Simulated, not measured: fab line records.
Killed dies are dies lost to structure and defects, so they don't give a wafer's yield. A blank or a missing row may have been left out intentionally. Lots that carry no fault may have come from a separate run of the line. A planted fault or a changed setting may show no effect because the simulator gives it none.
A sampling plan put to the test	flow gf180mcu	each of the 18 faults these records tell of, on one fab line, judged from the records of the lots it struck
Plan = the line's own looks (route steps where a gauge or an inspection reads the wafer without altering it). A look can be judged if struck wafers have a number there and the file gives its usual mean and standard deviation on fault-free wafers. Caught: 4 or more of those standard deviations (sigma) separate the usual mean from the mean of the struck wafers at a look after the fault's first step. On the tool: the identical test, applied to the tool's own readings at the steps of the fault. If the struck wafers alone have a blank record, or they carry another recipe, that too counts as caught.

THE FAULTS, as the simulator had put them in
1. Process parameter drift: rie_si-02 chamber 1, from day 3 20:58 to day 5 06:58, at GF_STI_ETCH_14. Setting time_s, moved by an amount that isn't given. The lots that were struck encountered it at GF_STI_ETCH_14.
2. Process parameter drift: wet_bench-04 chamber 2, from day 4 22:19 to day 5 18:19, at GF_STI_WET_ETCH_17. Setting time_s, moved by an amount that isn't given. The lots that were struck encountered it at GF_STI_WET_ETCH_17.
3. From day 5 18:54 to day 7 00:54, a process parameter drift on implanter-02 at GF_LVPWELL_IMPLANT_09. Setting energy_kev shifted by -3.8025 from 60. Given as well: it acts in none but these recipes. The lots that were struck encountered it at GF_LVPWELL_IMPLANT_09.
4. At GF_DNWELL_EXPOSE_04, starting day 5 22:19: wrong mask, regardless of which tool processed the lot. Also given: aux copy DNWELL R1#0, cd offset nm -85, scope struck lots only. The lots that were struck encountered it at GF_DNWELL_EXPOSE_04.
5. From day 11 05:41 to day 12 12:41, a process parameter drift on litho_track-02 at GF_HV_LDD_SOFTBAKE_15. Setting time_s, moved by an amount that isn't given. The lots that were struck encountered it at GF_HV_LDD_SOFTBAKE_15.
6. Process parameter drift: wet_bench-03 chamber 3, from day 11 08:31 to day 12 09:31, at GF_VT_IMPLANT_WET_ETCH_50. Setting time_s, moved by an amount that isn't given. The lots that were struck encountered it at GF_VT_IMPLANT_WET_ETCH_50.
7. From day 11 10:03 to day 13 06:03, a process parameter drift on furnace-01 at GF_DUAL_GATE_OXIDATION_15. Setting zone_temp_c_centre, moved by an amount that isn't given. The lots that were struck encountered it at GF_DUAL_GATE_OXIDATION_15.
8. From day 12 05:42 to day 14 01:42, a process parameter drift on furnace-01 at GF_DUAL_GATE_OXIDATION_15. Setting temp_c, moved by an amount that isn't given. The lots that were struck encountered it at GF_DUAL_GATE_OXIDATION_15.
9. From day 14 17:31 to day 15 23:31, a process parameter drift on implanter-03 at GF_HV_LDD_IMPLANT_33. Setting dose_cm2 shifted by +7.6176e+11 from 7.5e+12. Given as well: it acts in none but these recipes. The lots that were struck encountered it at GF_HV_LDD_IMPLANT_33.
10. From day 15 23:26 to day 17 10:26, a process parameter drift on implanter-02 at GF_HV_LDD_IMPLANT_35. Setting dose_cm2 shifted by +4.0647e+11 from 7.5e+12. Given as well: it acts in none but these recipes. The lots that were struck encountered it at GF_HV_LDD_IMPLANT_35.
11. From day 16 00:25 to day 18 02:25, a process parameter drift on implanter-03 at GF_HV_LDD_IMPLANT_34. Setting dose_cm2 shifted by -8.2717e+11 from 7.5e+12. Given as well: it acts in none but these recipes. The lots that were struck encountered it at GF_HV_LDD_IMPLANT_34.
12. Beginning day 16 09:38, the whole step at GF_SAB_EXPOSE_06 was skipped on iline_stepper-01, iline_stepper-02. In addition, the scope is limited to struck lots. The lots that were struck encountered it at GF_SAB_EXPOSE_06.
13. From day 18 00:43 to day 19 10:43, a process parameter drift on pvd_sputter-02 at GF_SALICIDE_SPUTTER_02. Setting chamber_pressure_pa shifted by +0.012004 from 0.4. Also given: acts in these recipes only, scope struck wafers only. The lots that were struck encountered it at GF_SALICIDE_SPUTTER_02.
14. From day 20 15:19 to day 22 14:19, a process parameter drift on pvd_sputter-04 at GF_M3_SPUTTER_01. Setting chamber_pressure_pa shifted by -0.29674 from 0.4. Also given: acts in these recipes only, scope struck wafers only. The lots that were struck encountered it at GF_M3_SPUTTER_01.
15. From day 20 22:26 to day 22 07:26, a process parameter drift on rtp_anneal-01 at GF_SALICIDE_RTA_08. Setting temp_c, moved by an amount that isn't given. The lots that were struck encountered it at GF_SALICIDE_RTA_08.
16. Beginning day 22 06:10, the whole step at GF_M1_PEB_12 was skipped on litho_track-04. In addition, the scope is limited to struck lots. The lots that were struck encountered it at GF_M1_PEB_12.
17. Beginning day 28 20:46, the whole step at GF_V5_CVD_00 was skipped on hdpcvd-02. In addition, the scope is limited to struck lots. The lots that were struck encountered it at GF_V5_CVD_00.
18. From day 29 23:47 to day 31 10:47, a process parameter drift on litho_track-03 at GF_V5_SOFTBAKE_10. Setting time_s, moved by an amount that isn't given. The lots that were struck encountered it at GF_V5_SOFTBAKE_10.

WHAT THE PLAN SAW
fault	on the tool itself	first look that catches it	reading, sigma	median hours from its first step to that look	hours from the fault's start to the first struck lot there	judged looks passed uncaught
1	run_length_s -30 sigma	no look after it can be judged	-	-	-	0
2	run_length_s +99 or beyond sigma	not the one look that can be judged after it	-	-	-	1
3	beam_energy_keV -99 or beyond sigma	no look after it can be judged	-	-	-	0
4	under 2 sigma	none of the 2 looks that can be judged after it	-	-	-	2
5	heater_power_total_W +73 sigma	no look after it can be judged	-	-	-	0
6	run_length_s -78 sigma	none of the 2 looks that can be judged after it	-	-	-	2
7	zone_power_centre_pct -35 sigma	none of the 3 looks that can be judged after it	-	-	-	3
8	tube_center_temp_C +81 sigma	none of the 2 looks that can be judged after it	-	-	-	2
9	dose_ions_cm2 +94 sigma	not the one look that can be judged after it	-	-	-	1
10	dose_ions_cm2 +50 sigma	no look after it can be judged	-	-	-	0
11	dose_ions_cm2 -99 or beyond sigma	not the one look that can be judged after it	-	-	-	1
12	no reading that can be judged	no look after it can be judged	-	-	-	0
13	chamber_pressure_pa +16 sigma	not the one look that can be judged after it	-	-	-	1
14	chamber_pressure_pa -99 or beyond sigma	not the one look that can be judged after it	-	-	-	1
15	wafer_temp_C_max +99 or beyond sigma	none of the 2 looks that can be judged after it	-	-	-	2
16	the tool's record is blank for the struck wafers	no look after it can be judged	-	-	-	0
17	the tool's record is blank for the struck wafers	no look after it can be judged	-	-	-	0
18	run_length_s +72 sigma	no look after it can be judged	-	-	-	0
A dash: the fault is not caught, or the number is missing from these records.

Caught at a look: 0 of 18. Caught on the tool: 16 of 18. By one or the other: 16 of 18.
On the tool alone, faults 1, 2, 3, 5, 6, 7, 8, 9, 10, 11, 13, 14, 15, 16, 17, 18 were caught.
Caught by neither: faults 4, 12.
